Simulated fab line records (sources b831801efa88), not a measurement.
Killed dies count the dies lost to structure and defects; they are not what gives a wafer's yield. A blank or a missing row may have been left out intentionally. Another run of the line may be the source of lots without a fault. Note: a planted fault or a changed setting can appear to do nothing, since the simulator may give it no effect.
The tool behind it: which one? :: flow gf180mcu :: 13 lots, 39 wafers sampled, at 5 steps of a route of 602

## WHAT THE GAUGES READ, wafer by wafer
GF_LVPWELL_OVL_MEAS_07.
lot: L587
measured: day 3 20:10
on: overlay-02
LVPWELL_OVL (nm): 2.3 1.1 -0.2

lot: L589
measured: day 4 09:55
on: overlay-02
LVPWELL_OVL (nm): 1.6 -1.1 -0.8

lot: L590
measured: day 4 12:50
on: overlay-01
LVPWELL_OVL (nm): 1.7 0.4 -0.1

lot: L591
measured: day 4 16:53
on: overlay-02
LVPWELL_OVL (nm): 0.1 0.1 0.2

lot: L600
measured: day 7 09:23
on: overlay-02
LVPWELL_OVL (nm): - - -

lot: L603
measured: day 7 18:31
on: overlay-01
LVPWELL_OVL (nm): 0.4 1.1 0.6

lot: L602
measured: day 7 21:01
on: overlay-01
LVPWELL_OVL (nm): 0.4 0.2 1.3

lot: L604
measured: day 8 10:13
on: overlay-01
LVPWELL_OVL (nm): -1.4 -1.0 0.3

lot: L605
measured: day 8 10:34
on: overlay-02
LVPWELL_OVL (nm): 2.7 3.9 3.2

lot: L607
measured: day 8 17:37
on: overlay-02
LVPWELL_OVL (nm): 3.5 2.3 4.4

lot: L609
measured: day 9 01:22
on: overlay-01
LVPWELL_OVL (nm): -0.4 0.7 -0.2

lot: L608
measured: day 9 01:44
on: overlay-01
LVPWELL_OVL (nm): -1.6 -2.9 -3.5

lot: L610
measured: day 9 14:16
on: overlay-01
LVPWELL_OVL (nm): 2.5 0.7 1.5

GF_LVPWELL_TW_MEAS_11.
lot: L587
measured: day 3 20:37
on: film metro-01
LVPWELL_TW: 560.2 557.1 558.7

lot: L589
measured: day 4 10:21
on: film metro-04
LVPWELL_TW: 559.4 563.4 562.3

lot: L590
measured: day 4 13:16
on: film metro-03
LVPWELL_TW: 554.1 556.7 559.0

lot: L591
measured: day 4 17:19
on: film metro-03
LVPWELL_TW: 554.4 559.5 555.5

lot: L600
measured: day 7 09:49
on: film metro-03
LVPWELL_TW: 30.0 30.0 29.8

lot: L603
measured: day 7 18:58
on: film metro-03
LVPWELL_TW: 558.8 558.9 560.1

lot: L602
measured: day 7 21:28
on: film metro-03
LVPWELL_TW: 557.3 555.0 561.7

lot: L604
measured: day 8 10:40
on: film metro-04
LVPWELL_TW: 563.8 563.5 562.9

lot: L605
measured: day 8 11:01
on: film metro-01
LVPWELL_TW: 561.0 557.2 554.8

lot: L607
measured: day 8 18:04
on: film metro-04
LVPWELL_TW: 564.0 562.5 558.5

lot: L609
measured: day 9 01:49
on: film metro-01
LVPWELL_TW: 563.1 563.4 561.7

lot: L608
measured: day 9 02:11
on: film metro-04
LVPWELL_TW: 562.5 560.9 560.2

lot: L610
measured: day 9 14:42
on: film metro-01
LVPWELL_TW: 560.7 564.8 563.0

GF_VT_IMPLANT_OVL_MEAS_18.
lot: L587
measured: day 6 02:10
on: overlay-01
VT_IMPLANT_01_OVL (nm): 0.5 0.1 -1.9

lot: L589
measured: day 6 15:13
on: overlay-01
VT_IMPLANT_01_OVL (nm): -1.4 -0.1 -1.6

lot: L590
measured: day 6 18:58
on: overlay-01
VT_IMPLANT_01_OVL (nm): -0.8 -1.2 -1.3

lot: L591
measured: day 7 00:23
on: overlay-01
VT_IMPLANT_01_OVL (nm): 0.3 1.2 0.6

lot: L600
measured: day 10 04:23
on: overlay-01
VT_IMPLANT_01_OVL (nm): -2.1 -1.5 0.5

lot: L603
measured: day 10 16:43
on: overlay-02
VT_IMPLANT_01_OVL (nm): -1.6 -0.6 -0.2

lot: L602
measured: day 10 17:55
on: overlay-02
VT_IMPLANT_01_OVL (nm): -0.7 -1.1 -2.4

lot: L604
measured: day 11 08:29
on: overlay-01
VT_IMPLANT_01_OVL (nm): -1.0 -1.0 -2.0

lot: L605
measured: day 11 09:49
on: overlay-01
VT_IMPLANT_01_OVL (nm): -0.1 1.1 0.7

lot: L607
measured: day 11 16:13
on: overlay-02
VT_IMPLANT_01_OVL (nm): 3.1 1.8 0.5

lot: L609
measured: day 11 23:58
on: overlay-01
VT_IMPLANT_01_OVL (nm): -5.1 -3.1 -4.9

lot: L608
measured: day 12 00:41
on: overlay-02
VT_IMPLANT_01_OVL (nm): 0.3 -0.6 -1.9

lot: L610
measured: day 12 16:34
on: overlay-01
VT_IMPLANT_01_OVL (nm): 0.2 -0.6 -0.7

GF_VT_IMPLANT_TW_MEAS_43.
lot: L587
measured: day 7 07:06
on: film metro-02
VT_IMPLANT_4_TW: 696 698 696

lot: L589
measured: day 7 21:07
on: film metro-01
VT_IMPLANT_4_TW: 686 687 688

lot: L590
measured: day 8 02:52
on: film metro-02
VT_IMPLANT_4_TW: 689 694 689

lot: L591
measured: day 8 07:52
on: film metro-01
VT_IMPLANT_4_TW: 688 689 687

lot: L600
measured: day 11 16:49
on: film metro-01
VT_IMPLANT_4_TW: 695 695 696

lot: L603
measured: day 12 06:40
on: film metro-01
VT_IMPLANT_4_TW: 691 693 695

lot: L602
measured: day 12 07:46
on: film metro-02
VT_IMPLANT_4_TW: 695 697 696

lot: L604
measured: day 12 23:28
on: film metro-01
VT_IMPLANT_4_TW: 691 695 694

lot: L605
measured: day 13 00:28
on: film metro-01
VT_IMPLANT_4_TW: 688 686 687

lot: L607
measured: day 13 07:52
on: film metro-02
VT_IMPLANT_4_TW: 693 693 688

lot: L609
measured: day 13 15:40
on: film metro-01
VT_IMPLANT_4_TW: 693 690 689

lot: L608
measured: day 13 16:56
on: film metro-02
VT_IMPLANT_4_TW: 692 692 692

lot: L610
measured: day 14 08:45
on: film metro-03
VT_IMPLANT_4_TW: 698 695 697

## EACH LOT AND THE TOOL THAT RAN IT (in order: tool; ch and the chambers of the sampled wafers; start)
lot: L587
GF_LVPWELL_EXPOSE_04: iline stepper-02 ch 0, day 3 13:47

lot: L589
GF_LVPWELL_EXPOSE_04: iline stepper-02 ch 0, day 4 03:26

lot: L590
GF_LVPWELL_EXPOSE_04: iline stepper-01 ch 0, day 4 06:16

lot: L591
GF_LVPWELL_EXPOSE_04: iline stepper-01 ch 0, day 4 10:43

lot: L600
GF_LVPWELL_EXPOSE_04: iline stepper-02 ch 0, day 7 01:44

lot: L603
GF_LVPWELL_EXPOSE_04: iline stepper-02 ch 0, day 7 11:06

lot: L602
GF_LVPWELL_EXPOSE_04: iline stepper-01 ch 0, day 7 13:11

lot: L604
GF_LVPWELL_EXPOSE_04: iline stepper-01 ch 0, day 8 02:05

lot: L605
GF_LVPWELL_EXPOSE_04: iline stepper-01 ch 0, day 8 02:17

lot: L607
GF_LVPWELL_EXPOSE_04: iline stepper-02 ch 0, day 8 09:28

lot: L609
GF_LVPWELL_EXPOSE_04: iline stepper-01 ch 0, day 8 17:01

lot: L608
GF_LVPWELL_EXPOSE_04: iline stepper-02 ch 0, day 8 17:42

lot: L610
GF_LVPWELL_EXPOSE_04: iline stepper-01 ch 0, day 9 05:50
- GF_LVPWELL_EXPOSE_04: exposes mask LVPWELL, target cd 600 nm.

## WHAT THE TOOLS THEMSELVES READ (means of the sampled wafers that have a number; where no wafer has one, the mark that the record gives instead)
The record holds no such reading with a usual standard deviation.

## THE ANSWER, worked out from the rows above alone
Rule: the lots themselves supply what counts as usual. The widest of any qualifying gaps counts: lots, ordered by their means at a reading, are off when they make up no more than a third of the lots, leave a main group of 4 or more, and stand apart from it by 3 or more times the standard deviation of that group's means. Not used: any main group whose means are identical at the precision the tables above print for the reading. Also off: a lot with no number at a reading for which 4 or more lots have one. Where the step has rows for the other lots, those lots are counted as sound. First the gauges in route order, then the tools' own readings, where a lot's mean is used as printed above. The first step at which some lot is off is used, and at that step the reading that is off furthest; a lot without a number counts as furthest.
Off: L600, seen at GF_LVPWELL_OVL_MEAS_07 (LVPWELL_OVL). Without a number there: L600. For the main group the mean is 0.7 nm and the standard deviation 1.6.
A tool fits if, at a process step before that reading, it ran every lot that is off, and no sound lot after the first of them. Not tried: the gauges at GF_LVPWELL_OVL_MEAS_07; whatever is off there is also off at GF_LVPWELL_TW_MEAS_11, on other tools, and gauge error can't account for it. None of those tried fits.

## WHAT THE SIMULATOR PUT IN
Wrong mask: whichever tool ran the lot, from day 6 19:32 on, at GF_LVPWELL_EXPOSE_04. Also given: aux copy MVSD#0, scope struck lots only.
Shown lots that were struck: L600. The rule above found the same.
